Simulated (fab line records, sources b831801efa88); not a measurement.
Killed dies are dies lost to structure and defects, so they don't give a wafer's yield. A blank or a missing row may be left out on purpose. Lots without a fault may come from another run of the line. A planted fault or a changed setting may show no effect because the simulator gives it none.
fab line records | flow gf180mcu
record lots=14 wafers=42 last_day=34
route steps=602 shown M2@371
lots that met no fault: from a run of the same line without faults
start_h: hours from the record's first day to the start of the lot's first wafer shown | wait_h: hours since the lot's step before | " the same as in the row above | L1.1+2: a row that stands for several wafers | - no value, or no start given | * or withheld: withheld | < > ~ a bound
route shown NAME@n: a module of which the file shows steps, and the number in the route of the first | usual: mean/standard deviation of fault-free wafers | same: alike in all rows | chamber/n: place in a boat | sites: the reading at each site | _std_site: their standard deviation | _edge_site: outer sites' mean less inner sites' | radius_mm: how far each site lies from the wafer's centre | mask NAME#n: copy n | behind: the tool/chamber that last shaped the wafer | hold: why the lot was held/for how many hours/how that ended | device: the transistor (n, p or np) that didn't switch | end of line: the same wafers' tests at the end of the route | a step without rows: its recipe alone | killed: dies lost to structure and defects at the first sort, not the wafer's yield | map: a wafer's dies, x killed, . not, _ none there
set.NAME: the setting as run; set.NAME@STEP: as run at that earlier step | model.NAME: the simulator's own value behind a step, which no gauge read
steps of the route over a sample of lots; a table a step, a row a wafer
services: from which hour (start_h, from the record's first day; less than 0 if before it) a tool's chamber was out of use, for how many hours, and why
## steps
# step GF_M2_COAT_09
# recipe resist=KrF spin_rpm=withheld resist_thk_nm=1000
# columns lot.wafer tool chamber start_h wait_h
L373.4+5+6 litho_track-01 0 418.98 0.1
L374.2+3+4 litho_track-02 0 437.13 0.1
L375.2+4+6 litho_track-03 0 445.63 0.1
L376.1+2+5 litho_track-03 0 452.31 0.1
L377.1+4+5 litho_track-02 0 460.91 0.1
L384.3+5+6 litho_track-03 0 526.60 0.1
L386.1+3+6 litho_track-03 0 547.00 0.1
L388.2+4+5 litho_track-01 0 564.83 0.1
L389.2+3+4 litho_track-01 0 566.33 0.1
L390.1+4+5 litho_track-02 0 572.01 0.1
L391.1+3+5 litho_track-01 0 577.10 0.1
L394.2+4+5 litho_track-03 0 603.08 0.1
L395.3+4+6 litho_track-01 0 610.15 0.1
L396.1+2+5 litho_track-02 0 619.56 0.1
# step GF_M2_STRIP_17
# recipe chemistry=O2/N2 power_w=1400 pressure_mtorr=1500 platen_temp_c=250 o2_flow_sccm=3000 n2_flow_sccm=300 overash_fraction=0.5
# usual drypump_motor_current_A=5.7/0.33 heater_power_w=338/28 oes_product_au=0.537/0.0053 strip_time_to_endpoint_s=7.37/0.063
# columns lot.wafer tool chamber start_h wait_h drypump_motor_current_A heater_power_w oes_product_au rf_hours_counter_h strip_time_to_endpoint_s
L373.4 plasma_asher-01 1 431.82 0.1 5.5 380 0.536 - 7.34
L373.5 " 1 " " 5.5 366 0.547 - 7.45
L373.6 " 0 " " 5.6 299 0.524 - 7.33
L374.2 plasma_asher-02 1 450.44 0.1 6.0 366 0.535 33 7.39
L374.3 " 0 " " 5.9 325 0.538 - 7.40
L374.4 " 1 " " 6.0 365 0.535 - 7.34
L375.2 plasma_asher-02 0 458.44 0.1 5.9 323 0.533 34 7.29
L375.4 " 0 " " 5.9 320 0.527 - 7.24
L375.6 " 1 " " 6.1 371 0.532 - 7.33
L376.1 plasma_asher-02 1 464.39 0.1 6.0 368 0.531 35 7.19
L376.2 " 0 " " 6.0 316 0.534 35 7.25
L376.5 " 0 " " 5.9 329 0.532 - 7.25
L377.1 plasma_asher-02 1 473.14 0.1 6.0 360 0.537 36 7.41
L377.4 " 0 " " 5.9 325 0.529 - 7.31
L377.5 " 1 " " 6.0 352 0.536 - 7.33
L384.3 plasma_asher-03 1 538.42 0.1 5.1 306 0.552 - 7.83
L384.5 " 1 " " 5.1 312 0.552 - 7.76
L384.6 " 0 " " 5.2 333 0.559 - 7.86
L386.1 plasma_asher-02 1 558.39 0.1 6.0 374 0.553 47 7.77
L386.3 " 1 " " 6.0 366 0.556 - 7.76
L386.6 " 1 " " 6.0 368 0.554 - 7.79
L388.2 plasma_asher-02 0 576.46 0.1 5.9 325 0.537 49 7.38
L388.4 " 0 " " 5.9 329 0.540 - 7.41
L388.5 " 0 " " 5.9 330 0.539 - 7.34
L389.2 plasma_asher-02 1 577.74 0.1 6.0 362 0.546 49 7.44
L389.3 " 1 " " 6.0 355 0.537 - 7.44
L389.4 " 0 " " 5.9 318 0.534 - 7.41
L390.1 plasma_asher-01 0 583.09 0.1 5.6 292 0.542 87 7.42
L390.4 " 1 " " 5.4 374 0.541 - 7.37
L390.5 " 0 " " 5.6 293 0.539 - 7.39
L391.1 plasma_asher-02 0 587.79 0.1 5.9 316 0.544 50 7.43
L391.3 " 1 " " 6.0 358 0.541 - 7.41
L391.5 " 1 " " 6.0 365 0.539 - 7.43
L394.2 plasma_asher-01 0 614.49 0.1 5.6 296 0.534 91 7.36
L394.4 " 0 " " 5.6 297 0.533 - 7.33
L394.5 " 1 " " 5.4 372 0.533 - 7.37
L395.3 plasma_asher-03 1 624.27 0.1 5.1 307 0.540 - 7.43
L395.4 " 0 " " 5.3 338 0.545 - 7.46
L395.6 " 0 " " 5.3 338 0.540 - 7.46
L396.1 plasma_asher-01 0 629.64 0.1 5.6 298 0.529 93 7.38
L396.2 " 1 " " 5.5 373 0.536 93 7.43
L396.5 " 1 " " 5.5 382 0.544 - 7.43
## services
# columns tool chamber start_h hours kind
litho_track-03 - 419.24 - consumable_replace:filter
plasma_asher-02 - 435.81 10.1 repair
plasma_asher-01 - 490.66 10.5 repair
plasma_asher-01 - 502.12 52.9 pm
plasma_asher-03 - 564.13 0.7 repair
plasma_asher-03 - 601.70 17.4 repair
plasma_asher-01 - 606.62 0.3 repair
plasma_asher-03 - 619.07 2.8 pm
plasma_asher-01 - 623.15 2.6 repair
## key
first_sign step=GF_M2_STRIP_17 reading=strip_time_to_endpoint_s direction=up sigmas=6.8 usual=* struck=*
effect step=GF_M2_STRIP_17 reading=oes_product_au direction=up sigmas=3.3 usual=0.537 struck=0.554
met_at GF_M2_COAT_09
struck_lots L384,L386
onset_between 452.31 526.60
fault kind=process_parameter_drift tool=litho_track-03 chamber=- onset_h=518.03 steps=GF_M2_COAT_09 channel=resist_thk_nm offset=* shape=step end_h=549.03 acts_in=* stated=*
